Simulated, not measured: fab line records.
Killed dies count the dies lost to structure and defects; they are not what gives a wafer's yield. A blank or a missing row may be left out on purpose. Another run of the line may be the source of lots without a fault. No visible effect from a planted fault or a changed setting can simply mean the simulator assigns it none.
Which tool did it? :: flow gf180mcu :: 13 lots (39 wafers sampled), 1 step of a 602-step route

== WHAT EACH GAUGE READ, for each wafer ==
GF_V4_OVL_MEAS_15.
lot: L835
measured: day 24 09:29
on: overlay-01
V4_OVL (nm): -11 -10 -5

lot: L837
measured: day 25 01:11
on: overlay-02
V4_OVL (nm): -9 -8 -1

lot: L839
measured: day 25 20:15
on: overlay-02
V4_OVL (nm): -3 -4 -3

lot: L840
measured: day 26 05:38
on: overlay-01
V4_OVL (nm): 4 0 3

lot: L841
measured: day 26 10:47
on: overlay-01
V4_OVL (nm): -5 -4 -5

lot: L846
measured: day 28 05:29
on: overlay-02
V4_OVL (nm): -2 -4 0

lot: L848
measured: day 28 19:33
on: overlay-02
V4_OVL (nm): -3 1 -4

lot: L849
measured: day 28 23:35
on: overlay-01
V4_OVL (nm): 2 -1 -4

lot: L851
measured: day 29 11:50
on: overlay-01
V4_OVL (nm): 5 -4 -2

lot: L852
measured: day 29 20:48
on: overlay-02
V4_OVL (nm): -16 -7 -12

lot: L853
measured: day 30 02:38
on: overlay-01
V4_OVL (nm): 5 3 -1

lot: L855
measured: day 30 13:03
on: overlay-02
V4_OVL (nm): -7 -2 -13

lot: L858
measured: day 31 12:23
on: overlay-02
V4_OVL (nm): -10 -3 -9

== WHICH TOOL RAN EACH LOT (tool, then ch and the chambers of the sampled wafers, then the start) ==
No process step before these readings appears in the record.

== WHAT THE TOOLS THEMSELVES READ (means of the sampled wafers that have a number; where no wafer has one, the mark that the record gives instead) ==
The record holds no such reading with a usual standard deviation.

== THE ANSWER, worked out from the rows above alone ==
Rule: the lots themselves supply what counts as usual. The widest of any qualifying gaps counts: lots, ordered by their means at a reading, are off when they make up no more than a third of the lots, leave a main group of 4 or more, and stand apart from it by 3 or more times the standard deviation of that group's means. If all means in a main group match to the digits the tables above print for the reading, that group is not used. A lot without any number at a reading at which 4 lots or more have one is off too. Any other lot the step has rows for is counted as sound. After the gauges, taken in route order, come the tools' own readings; for these a lot's mean is taken, as printed above. The first step at which some lot is off is used, and at that step the reading that is off furthest; a lot without a number counts as furthest.
No lot is off at any reading shown: from this, nothing can be told.

== WHAT THE SIMULATOR HAD INSERTED ==
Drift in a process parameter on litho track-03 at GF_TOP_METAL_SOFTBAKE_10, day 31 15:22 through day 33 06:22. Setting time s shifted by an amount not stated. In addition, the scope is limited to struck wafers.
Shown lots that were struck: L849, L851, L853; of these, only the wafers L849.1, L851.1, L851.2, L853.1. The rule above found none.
